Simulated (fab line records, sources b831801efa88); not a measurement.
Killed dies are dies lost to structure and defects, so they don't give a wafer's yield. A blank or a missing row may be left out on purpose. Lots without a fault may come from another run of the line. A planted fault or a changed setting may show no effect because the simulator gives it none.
fab line records | flow gf180mcu
record lots=5 wafers=15 last_day=33
route steps=602 shown V5@548 TOP_METAL@567
lots that met no fault: from a run of the same line without faults
start_h: hours from the record's first day to the start of the lot's first wafer shown | wait_h: hours since the lot's step before | " the same as in the row above | L1.1+2: a row that stands for several wafers | - no value, or no start given | * or withheld: withheld | < > ~ a bound
route shown NAME@n: a module of which the file shows steps, and the number in the route of the first | usual: mean/standard deviation of fault-free wafers | same: alike in all rows | chamber/n: place in a boat | sites: the reading at each site | _std_site: their standard deviation | _edge_site: outer sites' mean less inner sites' | radius_mm: how far each site lies from the wafer's centre | mask NAME#n: copy n | behind: the tool/chamber that last shaped the wafer | hold: why the lot was held/for how many hours/how that ended | device: the transistor (n, p or np) that didn't switch | end of line: the same wafers' tests at the end of the route | a step without rows: its recipe alone | killed: dies lost to structure and defects at the first sort, not the wafer's yield | map: a wafer's dies, x killed, . not, _ none there
set.NAME: the setting as run; set.NAME@STEP: as run at that earlier step | model.NAME: the simulator's own value behind a step, which no gauge read
lots at some steps of the route; a table a step, a row a wafer
services: from which hour (start_h, from the record's first day; less than 0 if before it) a tool's chamber was out of use, for how many hours, and why
## steps
# step GF_V5_COAT_08
# recipe resist=BARC temp_c=withheld time_s=withheld spin_rpm=withheld resist_thk_nm=withheld
# columns lot.wafer tool chamber start_h wait_h
L074.3+4+6 litho_track-01 0 618.81 0.1
L078.3+5+6 litho_track-02 0 650.15 0.1
L079.2+3+6 litho_track-04 0 656.18 0.1
L081.2+3+4 litho_track-04 0 680.68 0.1
L092.1+3+4 litho_track-02 0 744.05 0.1
# step GF_V5_COAT_09
# recipe resist=KrF spin_rpm=withheld resist_thk_nm=1000
# columns lot.wafer tool chamber start_h wait_h
L074.3+4+6 litho_track-01 0 - -
L078.3+5+6 litho_track-02 0 - -
L079.2+3+6 litho_track-04 0 - -
L081.2+3+4 litho_track-04 0 - -
L092.1+3+4 litho_track-02 0 - -
# step GF_V5_SOFTBAKE_10
# recipe temp_c=130 time_s=60 resist=KrF
# same time_s=60
# columns lot.wafer tool chamber start_h wait_h
L074.3+4+6 litho_track-01 0 - -
L078.3+5+6 litho_track-02 0 - -
L079.2+3+6 litho_track-04 0 - -
L081.2+3+4 litho_track-04 0 - -
L092.1+3+4 litho_track-02 0 - -
# step GF_V5_EXPOSE_11
# recipe mask_id=Via5 target_cd_nm=260 na=0.68 source_shape=conventional sigma_outer=0.6 dose_mj=38
# columns lot.wafer tool chamber start_h wait_h mask
L074.3+4+6 krf_scanner-02 0 - - Via5#0
L078.3+5+6 krf_scanner-01 0 - - Via5#0
L079.2+3+6 krf_scanner-02 0 - - Via5#0
L081.2+3+4 krf_scanner-01 0 - - Via5#0
L092.1+3+4 krf_scanner-02 0 - - Via5#0
# step GF_V5_PEB_12
# recipe peb_temp_c=135 peb_time_s=90 resist=KrF
# columns lot.wafer tool chamber start_h wait_h
L074.3+4+6 litho_track-04 0 - -
L078.3+5+6 litho_track-04 0 - -
L079.2+3+6 litho_track-04 0 - -
L081.2+3+4 litho_track-01 0 - -
L092.1+3+4 litho_track-01 0 - -
# step GF_V5_DEVELOP_13
# recipe develop_time_s=60 resist=KrF dev_temp_c=21
# columns lot.wafer tool chamber start_h wait_h
L074.3+4+6 litho_track-04 0 629.51 0.1
L078.3+5+6 litho_track-04 0 660.46 0.1
L079.2+3+6 litho_track-04 0 665.93 0.2
L081.2+3+4 litho_track-01 0 690.33 0.2
L092.1+3+4 litho_track-01 0 752.00 0.2
# step GF_V5_CD_MEAS_14
# recipe target_cd_nm=260
# usual cd_nm=260.1/1.5
# columns lot.wafer tool chamber start_h wait_h cd_nm
L074.3 cd_sem-02 - 629.65 0.1 260.9
L074.4 " - " " 261.1
L074.6 " - " " 260.5
L078.3 cd_sem-02 - 660.60 0.1 261.1
L078.5 " - " " 259.4
L078.6 " - " " 259.2
L079.2 cd_sem-02 - 666.08 0.1 261.9
L079.3 " - " " 261.7
L079.6 " - " " 260.7
L081.2 cd_sem-02 - 690.48 0.1 260.6
L081.3 " - " " 260.0
L081.4 " - " " 260.5
L092.1 cd_sem-02 - 752.15 0.1 260.8
L092.3 " - " " 260.0
L092.4 " - " " 260.2
# step GF_V5_OVL_MEAS_15
# usual V5_OVL=-1/4.5
# columns lot.wafer tool chamber start_h wait_h V5_OVL[nm]
L074.3 overlay-01 - 629.74 0.1 -3
L074.4 " - " " 1
L074.6 " - " " -2
L078.3 overlay-02 - 660.69 0.1 0
L078.5 " - " " 5
L078.6 " - " " 2
L079.2 overlay-02 - 666.18 0.1 0
L079.3 " - " " 10
L079.6 " - " " -4
L081.2 overlay-02 - 690.58 0.1 1
L081.3 " - " " -11
L081.4 " - " " -2
L092.1 overlay-01 - 752.27 0.1 -2
L092.3 " - " " 6
L092.4 " - " " -1
# step GF_V5_ETCH_16
# recipe chemistry=N2/H2 target_depth_a=withheld overetch_a=withheld time_s=withheld target=BARC ion_energy_ev=200 source_w=500 bias_w=100 pressure_mtorr=30 n2_flow_sccm=100 h2_flow_sccm=200
# usual drypump_motor_current_A=5.8/0.33 oes_product_au=0.856/0.0046 throttle_valve_pct=13.226/0.0089
# columns lot.wafer tool chamber start_h wait_h drypump_motor_current_A oes_product_au throttle_valve_pct
L074.3 rie_diel-02 2 629.76 0.0 6.0 0.864 13.234
L074.4 " 3 " " 6.1 0.861 13.224
L074.6 " 3 " " 6.1 0.857 13.232
L078.3 rie_diel-02 1 660.71 0.0 5.8 0.849 13.228
L078.5 " 2 " " 6.0 0.859 13.236
L078.6 " 0 " " 5.6 0.855 13.239
L079.2 rie_diel-03 1 666.21 0.0 5.5 0.863 13.210
L079.3 " 3 " " 6.2 0.861 13.238
L079.6 " 3 " " 6.2 0.849 13.222
L081.2 rie_diel-03 3 690.61 0.0 6.2 0.849 13.227
L081.3 " 1 " " 5.4 0.862 13.222
L081.4 " 0 " " 5.6 0.855 13.231
L092.1 rie_diel-02 3 752.31 0.0 6.1 0.863 13.230
L092.3 " 1 " " 5.8 0.858 13.229
L092.4 " 2 " " 5.9 0.859 13.216
# step GF_V5_ETCH_17
# recipe chemistry=C4F8/O2/Ar mask_material=KrF target=SiO2 stop_on=TiN source_w=1500 bias_w=1200 pressure_mtorr=40 c4f8_flow_sccm=withheld O2_flow_sccm=6 Ar_flow_sccm=300 time_s=withheld target_depth_a=8550
# usual oes_product_au=0.859/0.0049
# columns lot.wafer tool chamber start_h wait_h oes_product_au
L074.3 rie_diel-02 2 - - 0.864
L074.4 " 3 " " 0.863
L074.6 " 3 " " 0.852
L078.3 rie_diel-02 1 - - 0.864
L078.5 " 2 " " 0.860
L078.6 " 0 " " 0.860
L079.2 rie_diel-03 1 - - 0.856
L079.3 " 3 " " 0.856
L079.6 " 3 " " 0.858
L081.2 rie_diel-03 3 - - 0.875
L081.3 " 1 " " 0.862
L081.4 " 0 " " 0.862
L092.1 rie_diel-02 3 - - 0.862
L092.3 " 1 " " 0.861
L092.4 " 2 " " 0.862
# step GF_V5_STRIP_18
# recipe chemistry=O2/N2 power_w=1400 pressure_mtorr=1500 platen_temp_c=250 o2_flow_sccm=3000 n2_flow_sccm=300 overash_fraction=0.5
# usual drypump_motor_current_A=5.8/0.46 heater_power_w=315/47 oes_product_au=0.568/0.0046
# columns lot.wafer tool chamber start_h wait_h drypump_motor_current_A heater_power_w oes_product_au rf_hours_counter_h
L074.3 plasma_asher-04 1 629.95 - 5.2 283 0.574 -
L074.4 " 0 " " 5.4 325 0.573 -
L074.6 " 0 " " 5.4 319 0.571 -
L078.3 plasma_asher-01 0 660.90 - 5.7 307 0.567 -
L078.5 " 1 " " 6.6 313 0.576 -
L078.6 " 0 " " 5.7 302 0.569 -
L079.2 plasma_asher-01 1 666.36 - 6.6 309 0.566 59
L079.3 " 1 " " 6.5 319 0.566 -
L079.6 " 1 " " 6.6 316 0.567 -
L081.2 plasma_asher-01 1 690.76 - 6.6 312 0.570 61
L081.3 " 0 " " 5.8 300 0.561 -
L081.4 " 1 " " 6.5 306 0.564 -
L092.1 plasma_asher-03 0 752.46 - 6.0 396 0.570 1
L092.3 " 1 " " 5.4 263 0.573 -
L092.4 " 0 " " 6.0 405 0.571 -
# step GF_V5_STRIP_19
# recipe chemistry=post_etch_residue_remover time_s=1200 temp_c=72.5
# usual bath_heat_duty_pct=14.6/1.5
# same time_s=1200
# columns lot.wafer tool chamber start_h wait_h bath_heat_duty_pct
L074.3 wet_bench-04 1 630.01 0.0 14.2
L074.4 " 1 " " 14.2
L074.6 " 1 " " 12.9
L078.3 wet_bench-03 2 660.96 0.0 12.7
L078.5 " 2 " " 14.1
L078.6 " 2 " " 13.8
L079.2 wet_bench-01 3 666.46 0.1 13.9
L079.3 " 3 " " 14.5
L079.6 " 3 " " 13.7
L081.2 wet_bench-01 1 690.86 0.1 17.0
L081.3 " 1 " " 16.5
L081.4 " 1 " " 15.9
L092.1 wet_bench-04 2 752.56 0.1 17.8
L092.3 " 2 " " 16.6
L092.4 " 2 " " 16.4
# step GF_V5_CLEAN_20
# recipe chemistry=DIW dry=n2_spin
# columns lot.wafer tool chamber start_h wait_h
L074.3+4+6 wet_bench-03 1 630.36 0.0
L078.3+5+6 wet_bench-04 1 661.31 0.0
L079.2+3+6 wet_bench-04 0 666.81 0.0
L081.2+3+4 wet_bench-01 3 691.24 0.0
L092.1+3+4 wet_bench-01 1 752.90 0.0
# step GF_V5_SPUTTER_21
# recipe material=Ti target_thk_nm=15 chamber_pressure_pa=5 power_w=2500 substrate_temp_c=200 time_s=80.02
# usual throttle_valve_pct=29.7/0.99
# same time_s=80.02
# columns lot.wafer tool chamber start_h wait_h throttle_valve_pct
L074.3 pvd_sputter-03 - 630.46 0.0 31.1
L074.4 " - " " 28.7
L074.6 " - " " 31.2
L078.3 pvd_sputter-03 - 661.42 0.0 29.9
L078.5 " - " " 30.9
L078.6 " - " " 29.3
L079.2 pvd_sputter-03 - 666.91 0.0 31.3
L079.3 " - " " 29.6
L079.6 " - " " 31.1
L081.2 pvd_sputter-02 - 691.34 0.0 29.5
L081.3 " - " " 28.6
L081.4 " - " " 29.3
L092.1 pvd_sputter-04 - 753.00 0.0 29.7
L092.3 " - " " 32.2
L092.4 " - " " 30.3
# step GF_V5_SPUTTER_22
# recipe material=TiN target_thk_nm=10 chamber_pressure_pa=5 power_w=4000 time_s=40
# usual throttle_valve_pct=29.8/0.98
# same time_s=40
# columns lot.wafer tool chamber start_h wait_h throttle_valve_pct
L074.3 pvd_sputter-03 - 630.52 0.0 31.1
L074.4 " - " " 29.2
L074.6 " - " " 31.0
L078.3 pvd_sputter-03 - 661.48 0.0 29.7
L078.5 " - " " 31.3
L078.6 " - " " 29.1
L079.2 pvd_sputter-03 - 666.97 0.0 31.1
L079.3 " - " " 30.0
L079.6 " - " " 31.0
L081.2 pvd_sputter-02 - 691.40 0.0 29.5
L081.3 " - " " 28.9
L081.4 " - " " 29.3
L092.1 pvd_sputter-04 - 753.06 0.0 29.7
L092.3 " - " " 32.3
L092.4 " - " " 30.5
# step GF_V5_CVD_23
# recipe material=W target_thk_nm=350 time_s=104.9 temp_c=400 pressure_torr=40
# usual heater_power_w=774/69
# same time_s=104.9
# columns lot.wafer tool chamber start_h wait_h heater_power_w
L074.3 cvd_w-01 1 630.59 0.1 884
L074.4 " 0 " " 800
L074.6 " 0 " " 812
L078.3 cvd_w-02 1 661.55 0.1 699
L078.5 " 1 " " 718
L078.6 " 0 " " 723
L079.2 cvd_w-02 0 667.01 0.0 696
L079.3 " 0 " " 730
L079.6 " 1 " " 710
L081.2 cvd_w-01 1 691.44 0.0 894
L081.3 " 1 " " 860
L081.4 " 0 " " 806
L092.1 cvd_w-01 1 753.10 0.0 895
L092.3 " 0 " " 805
L092.4 " 1 " " 852
# step GF_V5_RS_MEAS_24
# recipe thk_meas_gauge=four-point-probe reads=W_of_V5_CVD_23+TiN_of_V5_SPUTTER_22+Ti_of_V5_SPUTTER_21
# usual V5_W_RS=0.322/0.0058
# columns lot.wafer tool chamber start_h wait_h V5_W_RS[ohm/sq]
L074.3 film_metro-02 - 630.71 0.1 0.330
L074.4 " - " " 0.334
L074.6 " - " " 0.335
L078.3 film_metro-01 - 661.67 0.1 0.319
L078.5 " - " " 0.316
L078.6 " - " " 0.323
L079.2 film_metro-04 - 667.14 0.1 0.325
L079.3 " - " " 0.323
L079.6 " - " " 0.318
L081.2 film_metro-04 - 691.57 0.1 0.320
L081.3 " - " " 0.319
L081.4 " - " " 0.325
L092.1 film_metro-04 - 753.21 0.1 0.319
L092.3 " - " " 0.328
L092.4 " - " " 0.322
# step GF_V5_THK_MEAS_25
# recipe thk_meas_gauge=xrf reads=W_of_V5_CVD_23
# usual V5_W_THK=359/6.8
# columns lot.wafer tool chamber start_h wait_h V5_W_THK[nm]
L074.3 film_metro-02 - 630.81 0.1 355
L074.4 " - " " 350
L074.6 " - " " 349
L078.3 film_metro-01 - 661.77 0.1 358
L078.5 " - " " 362
L078.6 " - " " 355
L079.2 film_metro-04 - 667.25 0.1 355
L079.3 " - " " 354
L079.6 " - " " 362
L081.2 film_metro-04 - 691.68 0.1 359
L081.3 " - " " 361
L081.4 " - " " 355
L092.1 film_metro-04 - 753.33 0.1 358
L092.3 " - " " 350
L092.4 " - " " 358
# step GF_V5_CMP_26
# recipe stop_on=SiO2 down_force_psi=3.5 platen_rpm=60 t_overpolish_s=15 target_thk_nm=0 pad_velocity_m_s=0.94248
# usual motor_current_A=11.3/1.5 overpolish_run_s=15.001/0.0088 platen_rpm=60.00/0.037 time_to_endpoint_s=85/4
# columns lot.wafer tool chamber start_h wait_h motor_current_A overpolish_run_s platen_rpm time_to_endpoint_s
L074.4 cmp-02 3 630.85 0.0 11.1 14.984 60.00 89
L074.3 " 2 " " 14.0 15.009 60.00 92
L074.6 " 0 " " 12.3 15.001 60.05 87
L078.3 cmp-01 1 661.81 0.0 11.5 15.006 60.08 87
L078.6 " 1 " " 10.4 14.991 60.03 81
L078.5 " 2 " " 12.5 14.992 60.06 85
L079.3 cmp-02 0 667.40 0.1 12.6 14.995 60.03 81
L079.2 " 1 " " 8.4 15.018 59.98 85
L079.6 " 2 " " 12.9 15.002 60.01 90
L081.2 cmp-02 2 691.73 0.0 13.4 14.993 60.00 91
L081.3 " 0 " " 12.7 14.994 60.02 87
L081.4 " 1 " " 8.7 15.002 60.01 82
L092.1 cmp-02 1 753.44 0.1 9.3 15.016 60.03 81
L092.4 " 2 " " 13.9 14.997 60.07 87
L092.3 " 3 " " 11.2 15.008 60.10 84
# step GF_TOP_METAL_SPUTTER_00
# recipe material=Ti target_thk_nm=37.5 arriving_ion_energy_ev=80 substrate_temp_c=200 chamber_pressure_pa=2 power_w=4000 time_s=150
# usual throttle_valve_pct=30.0/1.4
# same time_s=150
# columns lot.wafer tool chamber start_h wait_h throttle_valve_pct
L074.3 pvd_sputter-01 - 631.15 0.1 31.8
L074.4 " - " " 26.8
L074.6 " - " " 26.9
L078.3 pvd_sputter-03 - 662.11 0.2 29.7
L078.5 " - " " 29.6
L078.6 " - " " 28.9
L079.2 pvd_sputter-01 - 667.60 0.1 31.1
L079.3 " - " " 26.6
L079.6 " - " " 26.9
L081.2 pvd_sputter-03 - 692.03 0.2 28.5
L081.3 " - " " 29.8
L081.4 " - " " 29.2
L092.1 pvd_sputter-01 - 753.69 0.2 29.5
L092.3 " - " " 31.4
L092.4 " - " " 30.9
# step GF_TOP_METAL_SPUTTER_01
# recipe material=TiN target_thk_nm=30 power_w=6500 time_s=25 chamber_pressure_pa=0.4
# usual throttle_valve_pct=30.0/1.4
# same time_s=25
# columns lot.wafer tool chamber start_h wait_h throttle_valve_pct
L074.3 pvd_sputter-01 - 631.25 0.1 31.7
L074.4 " - " " 26.8
L074.6 " - " " 26.8
L078.3 pvd_sputter-03 - 662.21 0.1 29.8
L078.5 " - " " 29.8
L078.6 " - " " 28.7
L079.2 pvd_sputter-01 - 667.70 0.1 31.1
L079.3 " - " " 27.1
L079.6 " - " " 26.7
L081.2 pvd_sputter-03 - 692.13 0.1 28.5
L081.3 " - " " 29.9
L081.4 " - " " 29.1
L092.1 pvd_sputter-01 - 753.79 0.1 29.3
L092.3 " - " " 31.7
L092.4 " - " " 31.2
# step GF_TOP_METAL_SPUTTER_02
# recipe material=AlCu target_thk_nm=900 power_w=10600 chamber_pressure_pa=0.3 substrate_temp_c=250 gas=Ar time_s=47.82
# usual throttle_valve_pct=30.0/1.4
# same time_s=47.82
# columns lot.wafer tool chamber start_h wait_h throttle_valve_pct
L074.3 pvd_sputter-01 - 631.28 0.0 31.5
L074.4 " - " " 27.0
L074.6 " - " " 27.0
L078.3 pvd_sputter-03 - 662.24 0.0 29.8
L078.5 " - " " 29.6
L078.6 " - " " 28.9
L079.2 pvd_sputter-01 - 667.73 0.0 31.0
L079.3 " - " " 26.7
L079.6 " - " " 26.8
L081.2 pvd_sputter-03 - 692.16 0.0 28.7
L081.3 " - " " 29.8
L081.4 " - " " 29.0
L092.1 pvd_sputter-01 - 753.82 0.0 29.4
L092.3 " - " " 31.6
L092.4 " - " " 30.7
# step GF_TOP_METAL_SPUTTER_03
# recipe material=Ti target_thk_nm=5 substrate_temp_c=300 chamber_pressure_pa=0.3 power_w=3000 time_s=3.3
# usual throttle_valve_pct=30.0/1.4
# same time_s=3.3
# columns lot.wafer tool chamber start_h wait_h throttle_valve_pct
L074.3 pvd_sputter-01 - 631.32 0.0 31.5
L074.4 " - " " 27.0
L074.6 " - " " 27.1
L078.3 pvd_sputter-03 - 662.28 0.0 30.0
L078.5 " - " " 29.9
L078.6 " - " " 29.2
L079.2 pvd_sputter-01 - 667.77 0.0 30.9
L079.3 " - " " 27.3
L079.6 " - " " 27.0
L081.2 pvd_sputter-03 - 692.20 0.0 28.8
L081.3 " - " " 29.6
L081.4 " - " " 29.0
L092.1 pvd_sputter-01 - 753.86 0.0 29.5
L092.3 " - " " 31.5
L092.4 " - " " 31.1
# step GF_TOP_METAL_SPUTTER_04
# recipe material=TiN target_thk_nm=25 power_w=6500 time_s=19.94 chamber_pressure_pa=0.4
# usual throttle_valve_pct=30.0/1.4
# same time_s=19.94
# columns lot.wafer tool chamber start_h wait_h throttle_valve_pct
L074.3 pvd_sputter-01 - 631.34 0.0 31.5
L074.4 " - " " 27.1
L074.6 " - " " 27.0
L078.3 pvd_sputter-03 - 662.30 0.0 29.6
L078.5 " - " " 29.7
L078.6 " - " " 29.0
L079.2 pvd_sputter-01 - 667.79 0.0 31.0
L079.3 " - " " 26.9
L079.6 " - " " 27.1
L081.2 pvd_sputter-03 - 692.22 0.0 28.9
L081.3 " - " " 30.0
L081.4 " - " " 29.0
L092.1 pvd_sputter-01 - 753.88 0.0 29.8
L092.3 " - " " 31.5
L092.4 " - " " 30.8
# step GF_TOP_METAL_RS_MEAS_05
# recipe thk_meas_gauge=four-point-probe reads=TiN_of_TOP_METAL_SPUTTER_04+Ti_of_TOP_METAL_SPUTTER_03+AlCu_of_TOP_METAL_SPUTTER_02+TiN_of_TOP_METAL_SPUTTER_01+Ti_of_TOP_METAL_SPUTTER_00
# usual TOP_METAL_ALCU_RS=0.0327/0.00041
# columns lot.wafer tool chamber start_h wait_h TOP_METAL_ALCU_RS[ohm/sq]
L074.3 film_metro-02 - 631.41 0.1 0.0331
L074.4 " - " " 0.0325
L074.6 " - " " 0.0329
L078.3 film_metro-04 - 662.37 0.1 0.0326
L078.5 " - " " 0.0323
L078.6 " - " " 0.0328
L079.2 film_metro-03 - 667.84 0.0 0.0327
L079.3 " - " " 0.0326
L079.6 " - " " 0.0327
L081.2 film_metro-03 - 692.27 0.0 0.0326
L081.3 " - " " 0.0324
L081.4 " - " " 0.0330
L092.1 film_metro-04 - 753.91 0.0 0.0326
L092.3 " - " " 0.0325
L092.4 " - " " 0.0325
# step GF_TOP_METAL_THK_MEAS_06
# recipe thk_meas_gauge=xrf reads=AlCu_of_TOP_METAL_SPUTTER_02
# usual TOP_METAL_ALCU_THK=893/12
# columns lot.wafer tool chamber start_h wait_h TOP_METAL_ALCU_THK[nm]
L074.3 film_metro-02 - 631.51 0.1 876
L074.4 " - " " 895
L074.6 " - " " 885
L078.3 film_metro-04 - 662.47 0.1 892
L078.5 " - " " 904
L078.6 " - " " 890
L079.2 film_metro-03 - 667.95 0.1 888
L079.3 " - " " 891
L079.6 " - " " 891
L081.2 film_metro-03 - 692.38 0.1 884
L081.3 " - " " 893
L081.4 " - " " 875
L092.1 film_metro-04 - 754.03 0.1 901
L092.3 " - " " 904
L092.4 " - " " 903
# step GF_TOP_METAL_DEHYDRATE_07
# recipe temp_c=200 time_s=60
# same time_s=60
# columns lot.wafer tool chamber start_h wait_h
L074.3+4+6 litho_track-02 0 640.85 9.3
L078.3+5+6 litho_track-04 0 671.41 8.9
L079.2+3+6 litho_track-02 0 676.28 8.3
L081.2+3+4 litho_track-03 0 701.20 8.8
L092.1+3+4 litho_track-04 0 761.95 7.9
# step GF_TOP_METAL_HMDS_08
# recipe prime_time_s=60 prime_temp_c=120
# columns lot.wafer tool chamber start_h wait_h
L074.3+4+6 litho_track-02 0 641.00 0.1
L078.3+5+6 litho_track-04 0 671.56 0.1
L079.2+3+6 litho_track-02 0 676.43 0.1
L081.2+3+4 litho_track-03 0 701.35 0.1
L092.1+3+4 litho_track-04 0 762.10 0.1
# step GF_TOP_METAL_COAT_09
# recipe resist=NOVOLAK spin_rpm=3000 resist_thk_nm=1500
# columns lot.wafer tool chamber start_h wait_h
L074.3+4+6 litho_track-02 0 641.15 0.1
L078.3+5+6 litho_track-04 0 671.71 0.1
L079.2+3+6 litho_track-02 0 676.58 0.1
L081.2+3+4 litho_track-03 0 701.50 0.1
L092.1+3+4 litho_track-04 0 762.25 0.1
# step GF_TOP_METAL_SOFTBAKE_10
# recipe temp_c=90 time_s=60 resist=NOVOLAK
# same time_s=60
# columns lot.wafer tool chamber start_h wait_h
L074.3+4+6 litho_track-02 0 641.30 0.1
L078.3+5+6 litho_track-04 0 671.86 0.1
L079.2+3+6 litho_track-02 0 676.73 0.1
L081.2+3+4 litho_track-03 0 701.65 0.1
L092.1+3+4 litho_track-04 0 762.40 0.1
# step GF_TOP_METAL_EXPOSE_11
# recipe mask_id=MetalTop target_cd_nm=440 na=0.6 source_shape=conventional sigma_outer=0.6 dose_mj=170
# columns lot.wafer tool chamber start_h wait_h mask
L074.3+4+6 iline_stepper-01 0 - - MetalTop#0
L078.3+5+6 iline_stepper-02 0 - - MetalTop#0
L079.2+3+6 iline_stepper-01 0 - - MetalTop#0
L081.2+3+4 iline_stepper-02 0 - - MetalTop#0
L092.1+3+4 iline_stepper-02 0 - - MetalTop#0
# step GF_TOP_METAL_PEB_12
# recipe temp_c=withheld time_s=* resist=NOVOLAK
# same time_s=*
# columns lot.wafer tool chamber start_h wait_h
L074.3+4+6 litho_track-02 0 - -
L078.3+5+6 litho_track-02 0 - -
L079.2+3+6 litho_track-03 0 - -
L081.2+3+4 litho_track-04 0 - -
L092.1+3+4 litho_track-04 0 - -
# step GF_TOP_METAL_DEVELOP_13
# recipe develop_time_s=60 dev_temp_c=23
# columns lot.wafer tool chamber start_h wait_h
L074.3+4+6 litho_track-02 0 650.75 0.1
L078.3+5+6 litho_track-02 0 681.60 0.1
L079.2+3+6 litho_track-03 0 686.75 0.1
L081.2+3+4 litho_track-04 0 710.13 0.1
L092.1+3+4 litho_track-04 0 769.65 0.1
# step GF_TOP_METAL_CD_MEAS_14
# recipe target_cd_nm=440
# usual cd_nm=439.7/2.2
# columns lot.wafer tool chamber start_h wait_h cd_nm
L074.3 cd_sem-01 - 650.89 0.1 441.4
L074.4 " - " " 441.7
L074.6 " - " " 441.3
L078.3 cd_sem-01 - 681.74 0.1 441.1
L078.5 " - " " 439.9
L078.6 " - " " 441.5
L079.2 cd_sem-02 - 686.89 0.1 442.0
L079.3 " - " " 443.0
L079.6 " - " " 440.2
L081.2 cd_sem-01 - 710.27 0.1 441.2
L081.3 " - " " 441.4
L081.4 " - " " 440.4
L092.1 cd_sem-02 - 769.80 0.1 440.3
L092.3 " - " " 438.4
L092.4 " - " " 438.9
# step GF_TOP_METAL_OVL_MEAS_15
# usual TOP_METAL_OVL=-0.3/2.3
# columns lot.wafer tool chamber start_h wait_h TOP_METAL_OVL[nm]
L074.3 overlay-02 - 650.98 0.1 -1.9
L074.4 " - " " -1.7
L074.6 " - " " -2.6
L078.3 overlay-01 - 681.83 0.1 3.0
L078.5 " - " " 0.7
L078.6 " - " " 0.6
L079.2 overlay-02 - 687.00 0.1 -2.6
L079.3 " - " " -2.5
L079.6 " - " " -2.0
L081.2 overlay-01 - 710.38 0.1 -2.2
L081.3 " - " " -3.1
L081.4 " - " " -1.3
L092.1 overlay-01 - 769.92 0.1 0.3
L092.3 " - " " 1.0
L092.4 " - " " 1.0
# step GF_TOP_METAL_METAL_ETCH_16
# recipe chemistry=Cl2/BCl3 mask_material=NOVOLAK target_depth_nm=1197 stop_on=SiO2 pressure_mtorr=8 icp_w=800 bias_w=142 Cl2_flow_sccm=80 bcl3_flow_sccm=40 time_s=199.5
# usual drypump_motor_current_A=5.8/0.37 oes_product_au=0.989/0.0083 throttle_valve_pct=28.231/0.011
# same time_s=199.5
# columns lot.wafer tool chamber start_h wait_h drypump_motor_current_A oes_product_au rf_hours_counter_h throttle_valve_pct
L074.3 rie_metal-03 0 651.07 0.1 5.7 0.975 - 28.232
L074.4 " 1 " " 5.4 0.992 - 28.234
L074.6 " 1 " " 5.4 0.989 - 28.216
L078.3 rie_metal-04 1 681.92 0.1 6.0 1.000 - 28.211
L078.5 " 1 " " 6.0 0.990 - 28.238
L078.6 " 0 " " 5.6 0.983 - 28.239
L079.2 rie_metal-03 0 687.03 0.0 5.7 0.983 9 28.224
L079.3 " 1 " " 5.4 0.992 - 28.233
L079.6 " 0 " " 5.7 0.991 - 28.249
L081.2 rie_metal-03 0 710.41 0.0 5.7 0.987 9 28.254
L081.3 " 1 " " 5.4 0.991 - 28.224
L081.4 " 0 " " 5.7 0.980 - 28.227
L092.1 rie_metal-04 1 769.96 0.0 6.0 1.002 16 28.211
L092.3 " 0 " " 5.7 0.989 - 28.237
L092.4 " 1 " " 6.0 1.000 - 28.221
# step GF_TOP_METAL_STRIP_17
# recipe chemistry=O2/N2 power_w=1400 pressure_mtorr=1500 platen_temp_c=250 o2_flow_sccm=3000 n2_flow_sccm=300 overash_fraction=0.5
# usual drypump_motor_current_A=5.9/0.37 heater_power_w=335/60 oes_product_au=0.710/0.004 strip_time_to_endpoint_s=12.93/0.12
# columns lot.wafer tool chamber start_h wait_h drypump_motor_current_A heater_power_w oes_product_au rf_hours_counter_h strip_time_to_endpoint_s
L074.3 plasma_asher-02 1 651.23 0.1 5.7 349 0.712 - 13.10
L074.4 " 0 " " 6.2 354 0.718 - 12.87
L074.6 " 1 " " 5.7 353 0.714 - 12.90
L078.3 plasma_asher-03 1 682.08 0.1 5.4 261 0.708 - 12.80
L078.5 " 0 " " 6.0 422 0.707 - 12.80
L078.6 " 1 " " 5.4 256 0.712 - 13.00
L079.2 plasma_asher-01 1 687.22 0.1 6.6 311 0.709 61 13.08
L079.3 " 1 " " 6.5 309 0.710 - 13.02
L079.6 " 0 " " 5.8 304 0.703 - 13.03
L081.2 plasma_asher-03 1 710.60 0.1 5.4 263 0.713 111 13.09
L081.3 " 1 " " 5.4 261 0.707 - 12.97
L081.4 " 0 " " 6.1 433 0.719 - 13.16
L092.1 plasma_asher-03 1 770.15 0.1 5.4 262 0.712 3 12.81
L092.3 " 0 " " 6.0 390 0.714 - 12.84
L092.4 " 1 " " 5.4 268 0.717 - 12.81
# step GF_TOP_METAL_STRIP_18
# recipe chemistry=post_etch_residue_remover time_s=1200 temp_c=72.5
# usual bath_heat_duty_pct=14.6/1.4
# same time_s=1200
# columns lot.wafer tool chamber start_h wait_h bath_heat_duty_pct
L074.3 wet_bench-04 0 651.30 0.0 14.5
L074.4 " 0 " " 16.4
L074.6 " 0 " " 16.3
L078.3 wet_bench-04 1 682.15 0.0 14.1
L078.5 " 1 " " 14.2
L078.6 " 1 " " 13.2
L079.2 wet_bench-02 3 687.32 0.1 12.1
L079.3 " 3 " " 11.3
L079.6 " 3 " " 11.9
L081.2 wet_bench-04 1 710.70 0.1 13.3
L081.3 " 1 " " 15.6
L081.4 " 1 " " 13.6
L092.1 wet_bench-01 1 770.25 0.1 16.4
L092.3 " 1 " " 16.7
L092.4 " 1 " " 14.8
# step GF_TOP_METAL_CLEAN_19
# recipe chemistry=DIW dry=n2_spin
# columns lot.wafer tool chamber start_h wait_h
L074.3+4+6 wet_bench-01 3 651.67 0.0
L078.3+5+6 wet_bench-01 1 682.49 0.0
L079.2+3+6 wet_bench-01 1 687.66 0.0
L081.2+3+4 wet_bench-02 3 711.07 0.0
L092.1+3+4 wet_bench-04 0 770.59 0.0
## services
# columns tool chamber start_h hours kind
krf_scanner-02 - 603.78 0.7 repair
krf_scanner-02 - 608.75 1.0 pm
rie_diel-03 2 615.31 7.4 repair
wet_bench-04 - 617.33 1.8 repair
cmp-02 - 620.33 2.5 repair
cmp-02 - 632.64 0.6 repair
rie_diel-02 3 647.81 37.2 repair
cmp-02 - 648.22 3.4 repair
rie_diel-02 1 650.34 7.0 repair
cmp-02 - 652.28 1.9 repair
krf_scanner-02 - 655.25 0.3 repair
rie_metal-03 0 656.26 1.5 repair
krf_scanner-02 - 657.41 1.3 pm
pvd_sputter-01 - 670.82 4.9 repair
plasma_asher-01 - 671.85 1.4 repair
pvd_sputter-03 - 678.30 2.3 repair
rie_diel-03 2 678.70 3.1 repair
wet_bench-04 - 689.34 6.4 repair
rie_metal-03 - 697.89 4.2 repair
iline_stepper-02 - 725.71 1.7 pm
pvd_sputter-01 - 727.89 5.4 repair
krf_scanner-02 - 732.44 0.8 repair
plasma_asher-03 - 733.75 9.0 pm
cmp-02 - 744.00 4.0 pm
## key
fault none
